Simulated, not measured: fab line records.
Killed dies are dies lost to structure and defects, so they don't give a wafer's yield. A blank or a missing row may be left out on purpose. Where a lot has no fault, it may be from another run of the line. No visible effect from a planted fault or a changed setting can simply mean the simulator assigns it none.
Which tool did it?	flow gf180mcu	33 wafers from 11 lots sampled at 4 of the route's 602 steps

WHAT THE GAUGES READ, wafer by wafer
GF_PSD_TW_MEAS_11.
lot	measured	on	PSD_TW
L523	day 14 12:43	film metro-02	3189 3183 3205
L524	day 14 22:41	film metro-02	3193 3217 3190
L525	day 15 10:41	film metro-03	3182 3165 3187
L526	day 15 17:28	film metro-02	3195 3214 3202
L529	day 16 22:07	film metro-01	3176 3189 3183
L536	day 19 11:25	film metro-02	3010 3026 3017
L538	day 19 22:49	film metro-02	3022 3008 3007
L541	day 21 00:05	film metro-03	3206 3216 3215
L542	day 21 11:13	film metro-01	3211 3224 3211
L544	day 21 20:25	film metro-02	3212 3213 3198
L545	day 22 05:41	film metro-02	3203 3218 3214

TOOL THAT RAN EACH LOT (tool first, then ch and the chambers of the sampled wafers, then the start)
lot	GF_STI_STRIP_15	GF_PSD_IMPLANT_09	GF_PSD_STRIP_10
L523	plasma asher-04 ch 0,1, day 2 06:33	implanter-03 ch 0, day 14 12:28	plasma asher-04 ch 0,1, day 14 12:37
L524	plasma asher-01 ch 0, day 2 11:20	implanter-02 ch 0, day 14 22:27	plasma asher-02 ch 1, day 14 22:35
L525	plasma asher-03 ch 0,1, day 2 17:41	implanter-03 ch 0, day 15 10:26	plasma asher-01 ch 0,1, day 15 10:35
L526	plasma asher-03 ch 0,1, day 2 23:48	implanter-03 ch 0, day 15 17:13	plasma asher-02 ch 0,1, day 15 17:22
L529	plasma asher-03 ch 0,1, day 3 16:12	implanter-03 ch 0, day 16 21:52	plasma asher-01 ch 1, day 16 22:01
L536	plasma asher-04 ch 0,1, day 5 03:26	implanter-03 ch 0, day 19 11:10	plasma asher-02 ch 0,1, day 19 11:19
L538	plasma asher-03 ch 1, day 5 11:48	implanter-03 ch 0, day 19 22:35	plasma asher-04 ch 0,1, day 19 22:43
L541	plasma asher-01 ch 0,1, day 6 03:59	implanter-01 ch 0, day 20 23:50	plasma asher-01 ch 0,1, day 20 23:59
L542	plasma asher-04 ch 0,1, day 6 09:47	implanter-01 ch 0, day 21 10:58	plasma asher-02 ch 0,1, day 21 11:07
L544	plasma asher-03 ch 0,1, day 6 18:50	implanter-01 ch 0, day 21 20:10	plasma asher-04 ch 0,1, day 21 20:19
L545	plasma asher-01 ch 0,1, day 7 00:37	implanter-01 ch 0, day 22 05:27	plasma asher-01 ch 0,1, day 22 05:34
- GF_STI_STRIP_15: strips in O2/N2.
- GF_PSD_IMPLANT_09
- GF_PSD_STRIP_10: strips in O2/N2.

THE ANSWER, worked out from the rows above alone
Rule: usual is defined by the lots themselves. The widest of any qualifying gaps counts: lots, ordered by their means at a reading, are off when they make up no more than a third of the lots, leave a main group of 4 or more, and stand apart from it by 3 or more times the standard deviation of that group's means. Not used: any main group whose means are identical at the precision the tables above print for the reading. A lot without any number at a reading at which 4 lots or more have one is off too. The other lots that the step has rows for count as sound.
Off: at GF_PSD_TW_MEAS_11 (PSD_TW), L536, L538. Main group: mean 3200, sd 13.
A tool fits if, at a process step before that reading, it ran every lot that is off, and no sound lot after the first of them. The gauges at GF_PSD_TW_MEAS_11 are tried like those tools. One fits: GF_PSD_IMPLANT_09 on implanter-03. A fault onset in the window from L529 (day 16 21:52, its last sound lot) to L536 (day 19 11:10, its first lot off) fits.

WHAT THE SIMULATOR HAD PUT IN
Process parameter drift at GF_PSD_IMPLANT_09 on implanter-03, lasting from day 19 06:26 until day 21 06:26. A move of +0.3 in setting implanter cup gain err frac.
Lots struck among those shown: L536, L538. Same finding as the rule above.
